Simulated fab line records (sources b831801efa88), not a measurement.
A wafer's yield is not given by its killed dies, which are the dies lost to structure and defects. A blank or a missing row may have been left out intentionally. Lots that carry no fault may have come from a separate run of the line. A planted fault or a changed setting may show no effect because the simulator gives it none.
The tool behind it: which one? || flow sky130 || 18 wafers from 6 lots sampled at 3 of the route's 708 steps

== WHAT THE GAUGES SHOWED, per wafer ==
SKY_SONOS_TUNNEL_TW_MEAS_12.
{"lot": "L318", "measured": "day 12 04:28", "on": "film-metro-02", "SONOS_TUNNEL_TW": "196.4 197.4 197.3"}
{"lot": "L323", "measured": "day 14 03:20", "on": "film-metro-04", "SONOS_TUNNEL_TW": "196.8 196.7 195.4"}
{"lot": "L325", "measured": "day 15 02:28", "on": "film-metro-02", "SONOS_TUNNEL_TW": "196.7 196.0 195.5"}
{"lot": "L331", "measured": "day 16 17:21", "on": "film-metro-01", "SONOS_TUNNEL_TW": "198.6 198.1 198.7"}
{"lot": "L333", "measured": "day 17 10:52", "on": "film-metro-01", "SONOS_TUNNEL_TW": "198.2 197.6 197.4"}
{"lot": "L335", "measured": "day 18 05:45", "on": "film-metro-02", "SONOS_TUNNEL_TW": "198.7 198.3 199.4"}

== TOOL THAT RAN EACH LOT (tool first, then ch and the chambers of the sampled wafers, then the start) ==
{"lot": "L318", "SKY_DNWELL_STRIP_08": "plasma-asher-04 ch 0,1, day 3 18:04", "SKY_NWELL_IMPLANT_24": "implanter-01 ch 0, day 5 21:53"}
{"lot": "L323", "SKY_DNWELL_STRIP_08": "plasma-asher-01 ch 0,1, day 5 01:37", "SKY_NWELL_IMPLANT_24": "implanter-01 ch 0, day 7 09:14"}
{"lot": "L325", "SKY_DNWELL_STRIP_08": "plasma-asher-02 ch 0, day 5 17:25", "SKY_NWELL_IMPLANT_24": "implanter-04 ch 0, day 8 04:25"}
{"lot": "L331", "SKY_DNWELL_STRIP_08": "plasma-asher-02 ch 0, day 6 20:13", "SKY_NWELL_IMPLANT_24": "implanter-01 ch 0, day 9 09:11"}
{"lot": "L333", "SKY_DNWELL_STRIP_08": "plasma-asher-04 ch 0,1, day 7 07:08", "SKY_NWELL_IMPLANT_24": "implanter-01 ch 0, day 9 21:46"}
{"lot": "L335", "SKY_DNWELL_STRIP_08": "plasma-asher-04 ch 0,1, day 7 20:18", "SKY_NWELL_IMPLANT_24": "implanter-01 ch 0, day 10 12:36"}
- SKY_DNWELL_STRIP_08: strips in O2/N2.
- SKY_NWELL_IMPLANT_24

== THE ANSWER, worked out from the rows above alone ==
Rule: what is usual is taken from the lots themselves. The widest of any qualifying gaps counts: lots, ordered by their means at a reading, are off when they make up no more than a third of the lots, leave a main group of 4 or more, and stand apart from it by 3 or more times the standard deviation of that group's means. Not used: any main group whose means are identical at the precision the tables above print for the reading. A lot without any number at a reading at which 4 lots or more have one is off too. Any other lot the step has rows for is counted as sound.
None of the lots is off at any reading shown; this tells nothing.

== WHAT THE SIMULATOR HAD INSERTED ==
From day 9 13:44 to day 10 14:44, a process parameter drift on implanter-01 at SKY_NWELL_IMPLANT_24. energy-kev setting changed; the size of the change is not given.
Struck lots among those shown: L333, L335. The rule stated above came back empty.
